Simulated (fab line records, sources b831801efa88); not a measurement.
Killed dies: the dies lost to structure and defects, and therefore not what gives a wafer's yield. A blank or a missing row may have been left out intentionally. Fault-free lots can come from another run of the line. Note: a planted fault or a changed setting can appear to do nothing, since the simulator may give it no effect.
Matching of chambers    flow gf180mcu    GF_V3_CMP_26 on cmp-01: 4 sister chambers
The step polishes, stops on SiO2, t overpolish 15 s, target thk 0 nm. 4 wafers are shown with their chamber, then 7 later ones without.

EACH WAFER AND ITS CHAMBER
wafer   chamber  motor current A (A)
L781.6  2        11.5
L783.6  3        11.6
L795.2  0        10.7
L795.4  1        10.3

WAFERS WHOSE CHAMBER IS MISSING
wafer   motor current A (A)
L795.6  11.2
L797.1  11.5
L797.4  11.0
L797.6  10.7
L798.1  11.2
L798.3  10.4
L798.5  12.4

WHICH CHAMBER EACH WENT THROUGH
wafer   from the rows above                in truth
L795.6  can't be placed: 2 or 3 or 0 or 1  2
L797.1  can't be placed: 2 or 3            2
L797.4  can't be placed: 0 or 2 or 3 or 1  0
L797.6  can't be placed: 0 or 1            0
L798.1  can't be placed: 2 or 3 or 0 or 1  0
L798.3  can't be placed: 1 or 0            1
L798.5  can't be placed: 3 or 2            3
Placed correctly: 0 of 7. Unplaceable from these rows: 7, with the true chamber sitting among the candidates in 7. Wrongly placed: 0.
How it was worked out, from the rows above alone: a wafer's distance from a chamber is the root of the sum, over the readings, of the square of ((its reading less the chamber's mean) divided by the reading's scatter). The wafer belongs to the nearest chamber; if the next one is less than 2 further off, it can't be placed. Each chamber's mean is taken over the wafers shown for it. The scatter (one wafer shown for each chamber): square how far every hidden wafer sits from the nearest shown wafer, average those squares and take the square root.
